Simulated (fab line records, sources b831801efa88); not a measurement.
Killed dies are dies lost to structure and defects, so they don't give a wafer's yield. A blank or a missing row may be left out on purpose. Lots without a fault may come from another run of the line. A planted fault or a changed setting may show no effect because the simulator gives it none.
Which tool did it? | flow gf180mcu | 11 lots, 33 wafers sampled, at 1 step of a route of 602

WHAT THE GAUGES READ, wafer by wafer
GF_M3_OVL_MEAS_15.
lot  | measured     | on         | M3_OVL (nm)
L666 | day 21 11:54 | overlay-01 | -2 7 6
L668 | day 22 06:25 | overlay-02 | -1 -7 -2
L670 | day 22 22:57 | overlay-01 | 4 6 1
L671 | day 23 00:27 | overlay-01 | -6 -11 -4
L672 | day 23 08:17 | overlay-02 | -10 -10 -4
L673 | day 23 13:18 | overlay-02 | 5 -2 -7
L681 | day 26 07:20 | overlay-01 | -5 2 2
L684 | day 27 11:31 | overlay-01 | -8 0 -8
L686 | day 28 08:07 | overlay-01 | 3 -2 13
L688 | day 28 18:28 | overlay-02 | 0 5 3
L687 | day 28 20:13 | overlay-02 | -3 2 -6

WHICH TOOL RAN EACH LOT (tool, then ch and the chambers of the sampled wafers, then the start)
The record holds no process step before these readings.

THE ANSWER, worked out from the rows above alone
Rule: what is usual is taken from the lots themselves. Put in order of their means at a reading, lots are off if they are a third of the lots or fewer, leave a main group of 4 or more, and stand apart from it by a gap of 3 or more times the standard deviation of the main group's means; of several such gaps the widest counts. A main group whose means are all the same, to the digits that the tables above print for the reading, isn't used. A lot without any number at a reading at which 4 lots or more have one is off too. The other lots that the step has rows for count as sound.
No lot is off at any reading shown: from this, nothing can be told.

WHAT THE SIMULATOR HAD PUT IN
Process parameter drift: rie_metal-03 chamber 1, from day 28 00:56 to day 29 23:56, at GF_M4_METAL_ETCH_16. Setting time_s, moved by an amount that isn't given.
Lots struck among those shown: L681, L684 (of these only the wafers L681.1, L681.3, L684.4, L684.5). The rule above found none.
